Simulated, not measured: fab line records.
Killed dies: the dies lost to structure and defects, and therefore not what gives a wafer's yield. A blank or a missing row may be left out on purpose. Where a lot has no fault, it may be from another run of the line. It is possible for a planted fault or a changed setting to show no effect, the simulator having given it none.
Which of the tools did it?	flow sky130	12 lots, 36 wafers sampled, at 4 steps of a route of 708

== WHAT THE GAUGES READ, wafer by wafer ==
SKY_SONOS_ONO_THK_MEAS_05.
lot	measured	on	SONOS_ONO_CVD_04_THK (nm)
L394	day 11 12:38	film metro-04	5.75 5.63 5.68
L395	day 11 23:43	film metro-04	5.75 5.78 5.70
L397	day 12 15:04	film metro-02	5.49 5.48 5.50
L398	day 12 23:14	film metro-01	5.72 5.76 5.76
L405	day 15 07:41	film metro-04	5.61 5.69 5.61
L408	day 16 05:13	film metro-02	5.84 5.80 5.73
L409	day 16 12:39	film metro-02	5.67 5.71 5.78
L411	day 17 04:31	film metro-01	5.66 5.61 5.57
L413	day 17 21:07	film metro-02	5.80 5.75 5.72
L414	day 18 01:58	film metro-02	5.71 5.74 5.60
L415	day 18 13:23	film metro-02	5.67 5.64 5.68
L416	day 18 19:13	film metro-04	5.70 5.61 5.71

SKY_POLY_GATE_CD_MEAS_22.
lot	measured	on	cd nm (nm)
L394	day 16 04:43	cd sem-01	151.8 146.3 151.0
L395	day 16 19:46	cd sem-01	151.3 148.1 151.0
L397	day 17 15:13	cd sem-01	150.9 154.0 150.5
L398	day 18 06:31	cd sem-01	151.0 153.1 153.9
L405	day 20 18:47	cd sem-02	148.6 151.7 148.2
L408	day 21 16:50	cd sem-01	148.8 150.0 148.1
L409	day 22 03:40	cd sem-01	148.8 151.1 150.1
L411	day 22 17:23	cd sem-01	154.2 149.3 153.6
L413	day 23 13:18	cd sem-02	152.0 152.5 149.5
L414	day 23 16:34	cd sem-01	148.5 148.9 147.6
L415	day 24 05:11	cd sem-02	149.6 150.7 151.4
L416	day 24 08:39	cd sem-02	149.9 151.3 150.8

== WHICH TOOL RAN EACH LOT (tool, then ch and the chambers of the sampled wafers, then the start) ==
lot	SKY_SONOS_ONO_ETCH_15	SKY_POLY_GATE_STRIP_18
L394	rie diel-02 ch 1,2, day 12 11:58	plasma asher-04 ch 0,1, day 16 00:56
L395	rie diel-01 ch 0,1,2, day 12 23:37	plasma asher-04 ch 1, day 16 17:00
L397	rie diel-01 ch 0,1,2, day 13 16:25	plasma asher-03 ch 0, day 17 12:38
L398	rie diel-02 ch 0,3, day 14 00:31	plasma asher-04 ch 0,1, day 18 04:40
L405	rie diel-04 ch 1,2,3, day 16 11:13	plasma asher-04 ch 0,1, day 20 17:18
L408	rie diel-04 ch 1,3, day 17 09:43	plasma asher-03 ch 1, day 21 15:21
L409	rie diel-01 ch 0,3, day 17 18:10	plasma asher-03 ch 0,1, day 22 02:11
L411	rie diel-02 ch 0,1,3, day 18 10:13	plasma asher-03 ch 0,1, day 22 15:54
L413	rie diel-04 ch 1,2,3, day 19 03:58	plasma asher-03 ch 0,1, day 23 11:24
L414	rie diel-01 ch 0,1, day 19 08:58	plasma asher-01 ch 0,1, day 23 15:06
L415	rie diel-02 ch 0,1,2, day 19 20:52	plasma asher-01 ch 0, day 24 03:41
L416	rie diel-04 ch 0,2,3, day 20 02:34	plasma asher-04 ch 0,1, day 24 07:11
- SKY_SONOS_ONO_ETCH_15: etches the open film in CHF3/O2, target depth 19.52 nm, time 7.8 s.
- SKY_POLY_GATE_STRIP_18: strips in O2/N2.

== WHAT THE TOOLS THEMSELVES READ (means of the sampled wafers that have a number; where no wafer has one, the mark that the record gives instead) ==
SKY_SONOS_ONO_ETCH_15.
lot	tool	drypump motor current A (A)	oes product au (a.u.)	rf fwd power W (W)	throttle valve pct (%)
L394	rie diel-02	5.5	0.995	593.7	8.828
L395	rie diel-01	5.8	1.016	590.8	8.817
L397	rie diel-01	5.8	1.016	590.2	8.824
L398	rie diel-02	6.0	0.995	591.8	8.823
L405	rie diel-04	5.9	1.013	588.5	8.823
L408	rie diel-04	5.7	1.000	586.9	8.820
L409	rie diel-01	6.1	0.994	592.3	8.832
L411	rie diel-02	5.8	0.990	590.0	8.828
L413	rie diel-04	5.9	1.012	590.8	8.819
L414	rie diel-01	5.6	1.016	592.0	8.828
L415	rie diel-02	5.6	0.994	591.6	8.821
L416	rie diel-04	5.8	1.005	591.3	8.824

SKY_POLY_GATE_STRIP_18.
lot	tool	chamber pressure mTorr (mTorr)	drypump motor current A (A)	oes product au (a.u.)	strip time to endpoint s (s)
L394	plasma asher-04	1499.6	5.8	0.367	3.20
L395	plasma asher-04	1500.7	6.0	0.362	3.18
L397	plasma asher-03	1499.7	5.1	0.364	3.23
L398	plasma asher-04	1501.2	5.8	0.364	3.15
L405	plasma asher-04	1499.9	5.8	0.364	3.17
L408	plasma asher-03	-	-	-	-
L409	plasma asher-03	-	-	-	-
L411	plasma asher-03	1500.1	5.4	0.354	3.11
L413	plasma asher-03	1500.7	5.7	0.360	3.14
L414	plasma asher-01	1499.2	6.1	0.358	3.15
L415	plasma asher-01	1500.4	6.4	0.361	3.11
L416	plasma asher-04	1500.2	5.7	0.362	3.20

== THE ANSWER, worked out from the rows above alone ==
Rule: usual is defined by the lots themselves. Put in order of their means at a reading, lots are off if they are a third of the lots or fewer, leave a main group of 4 or more, and stand apart from it by a gap of 3 or more times the standard deviation of the main group's means; of several such gaps the widest counts. A main group is skipped when, at the precision printed for the reading in the tables above, its means are all equal. A lot without any number at a reading at which 4 lots or more have one is off too. Any other lot the step has rows for is counted as sound. Order of review: gauges by route order, followed by the tools' own readings, for which a lot's mean as printed above is used. At the first step where some lot is off, the reading lying furthest off is the one used; lots without a number count as furthest.
Off: L408, L409, at SKY_POLY_GATE_STRIP_18 (chamber pressure mTorr). Without a number there: L408, L409. For the main group the mean is 1500.2 mTorr and the standard deviation 0.57.
A tool fits if, at that step or a process step before it, it ran every lot that is off, and no sound lot after the first of them. No candidate that was tried fits.

== WHAT HAD BEEN PUT IN BY THE SIMULATOR ==
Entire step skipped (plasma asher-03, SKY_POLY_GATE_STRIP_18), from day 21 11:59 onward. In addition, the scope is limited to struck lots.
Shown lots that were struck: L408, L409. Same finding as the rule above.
